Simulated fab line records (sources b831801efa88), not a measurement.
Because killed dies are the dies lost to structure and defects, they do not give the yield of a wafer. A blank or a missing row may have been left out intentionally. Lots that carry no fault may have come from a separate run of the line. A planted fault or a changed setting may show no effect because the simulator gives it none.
2 desks looking at one fault | flow gf180mcu | only its own numbers are on each desk; what lay behind them is given at the end

## FROM THE METROLOGY DESK
What the gauges read, lot by lot, whatever tool the lot ran on: means of the sampled wafers that have a number. The brackets show how far a lot's mean lies from the usual mean; more than 4 standard deviations puts the lot out of limits, marked OUT.
Columns: A = STI_OXIDATION_THK at GF_STI_THK_MEAS_02, usual 9.99 nm; B = STI_CVD_03_THK at GF_STI_THK_MEAS_04, usual 206.7 nm; C = cd nm at GF_STI_CD_MEAS_12, usual 220.2 nm
lot  | first seen here | A     | B     | C
L440 | day 2 07:31     | 9.99  | 204.3 | 222.0
L441 | day 2 13:22     | 9.83  | 211.0 | 220.8
L453 | day 5 00:31     | 10.21 | 204.4 | 218.7
L458 | day 6 01:59     | 10.01 | 205.4 | 219.6
L459 | day 6 07:08     | 9.97  | 206.8 | 220.5
Finding of this desk: none of the 5 lots has anything out of limits.

## DESK OF THE TOOL OWNER: rie si-01
The tool's own readings at GF_STI_ETCH_14 (etches Si in HBr/Cl2/O2, target depth 360 nm, time 102.9 s): means of the sampled wafers that have a number, for each lot that ran on this tool. The brackets show how far a lot's mean lies from the usual mean; more than 4 standard deviations puts the lot out of limits, marked OUT.
Columns: A = drypump motor current A at GF_STI_ETCH_14, usual 5.5 A; B = oes product au at GF_STI_ETCH_14, usual 0.998 a.u.; C = rf fwd power W at GF_STI_ETCH_14, usual 596.5 W; D = run length s at GF_STI_ETCH_14, usual 131.4 s; E = throttle valve pct at GF_STI_ETCH_14, usual 25.659 %
lot  | first seen here | A   | B     | C     | D               | E
L440 | day 2 21:19     | 5.3 | 0.992 | 597.5 | 131.0           | 25.659
L453 | day 5 17:25     | 5.2 | 0.990 | 597.4 | 137.9 (+16) OUT | 25.659
This desk's finding: out of limits on L453; first on L453, day 5 17:25 (run length s at GF_STI_ETCH_14). L440 stayed within limits.

## BROUGHT TOGETHER
On L453, at day 5 17:25, an alarm was possible from the tool owner's desk.
Metrology desk: nothing out of limits seen.
The metrology desk holds a record of L453, inside its limits.
On rie si-01, each named lot ran GF_STI_ETCH_14.

## WHAT THE SIMULATOR PUT IN
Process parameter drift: rie si-01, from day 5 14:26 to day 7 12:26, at GF_STI_ETCH_14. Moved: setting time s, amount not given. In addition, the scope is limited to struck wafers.
Lots struck among those shown: L453.
How many hours passed from the start of the fault until each desk's first out-of-limits reading: the tool owner's desk, 3.
